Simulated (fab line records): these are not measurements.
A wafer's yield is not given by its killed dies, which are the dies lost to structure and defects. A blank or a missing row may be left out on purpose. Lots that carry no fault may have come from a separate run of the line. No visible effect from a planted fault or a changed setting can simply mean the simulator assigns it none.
Which tool is to blame? -- flow sky130 -- 18 wafers from 6 lots sampled at 4 of the route's 708 steps

== WHAT THE GAUGES READ, wafer by wafer ==
SKY_LOCAL_INTERCONNECT_RS_MEAS_01: measures by four-point-probe.
lot,measured,on,LOCAL_INTERCONNECT_TIN_RS (ohm/sq)
L964,day 29 23:04,film-metro-02,14.09 14.07 13.94
L966,day 30 06:38,film-metro-02,14.23 14.04 14.16
L967,day 31 07:44,film-metro-01,14.08 14.13 14.02
L971,day 32 16:23,film-metro-02,13.95 13.97 13.76
L973,day 33 12:25,film-metro-01,12.04 13.99 14.12 12.08 13.99 14.12
L977,day 34 04:52,film-metro-02,14.09 14.09 14.08

== EACH LOT AND THE TOOL THAT RAN IT (in order: tool; ch and the chambers of the sampled wafers; start) ==
lot,SKY_LDD_HVN_STRIP_09,SKY_RES_XHIGH_STRIP_08,SKY_LOCAL_INTERCONNECT_SPUTTER_00
L964,"plasma-asher-01 ch 0,1, day 20 17:10","plasma-asher-03 ch 0,1, day 27 12:40","pvd-sputter-02, day 29 23:01"
L966,"plasma-asher-04 ch 0,1, day 21 15:02","plasma-asher-04 ch 0,1, day 27 20:59","pvd-sputter-04, day 30 06:31"
L967,"plasma-asher-04 ch 0,1, day 22 17:03","plasma-asher-02 ch 0,1, day 28 21:03","pvd-sputter-03, day 31 07:40"
L971,"plasma-asher-02 ch 0,1, day 24 05:44","plasma-asher-03 ch 1, day 30 07:34","pvd-sputter-02, day 32 16:20"
L973,"plasma-asher-01 ch 0,1, day 25 02:20","plasma-asher-02 ch 0,1, day 31 03:35","pvd-sputter-02, day 33 12:19"
L977,"plasma-asher-04 ch 0,1, day 25 23:57","plasma-asher-04 ch 0,1, day 31 21:37","pvd-sputter-04, day 34 04:49"
- SKY_LDD_HVN_STRIP_09: strips in O2/N2.
- SKY_RES_XHIGH_STRIP_08: strips in O2/N2.
- SKY_LOCAL_INTERCONNECT_SPUTTER_00: material TiN, target thk 100 nm, time 83.3 s.

== THE ANSWER, worked out from the rows above alone ==
Rule: the usual values come from the lots themselves. The widest of any qualifying gaps counts: lots, ordered by their means at a reading, are off when they make up no more than a third of the lots, leave a main group of 4 or more, and stand apart from it by 3 or more times the standard deviation of that group's means. Not used: any main group whose means are identical at the precision the tables above print for the reading. Also off: a lot with no number at a reading for which 4 or more lots have one. All remaining lots with rows at the step are treated as sound.
Off: at SKY_LOCAL_INTERCONNECT_RS_MEAS_01 (LOCAL_INTERCONNECT_TIN_RS), L973. For the main group the mean is 14.05 ohm/sq and the standard deviation 0.084.
A tool fits if, at a process step before that reading, it ran every lot that is off, and no sound lot after the first of them. Those tools and the gauges at SKY_LOCAL_INTERCONNECT_RS_MEAS_01 are tried in the same way. Can't be told from this: 4 tools fit, plasma-asher-01 at SKY_LDD_HVN_STRIP_09, plasma-asher-02 at SKY_RES_XHIGH_STRIP_08, pvd-sputter-02 at SKY_LOCAL_INTERCONNECT_SPUTTER_00, film-metro-01 at SKY_LOCAL_INTERCONNECT_RS_MEAS_01.

== WHAT THE SIMULATOR PUT IN ==
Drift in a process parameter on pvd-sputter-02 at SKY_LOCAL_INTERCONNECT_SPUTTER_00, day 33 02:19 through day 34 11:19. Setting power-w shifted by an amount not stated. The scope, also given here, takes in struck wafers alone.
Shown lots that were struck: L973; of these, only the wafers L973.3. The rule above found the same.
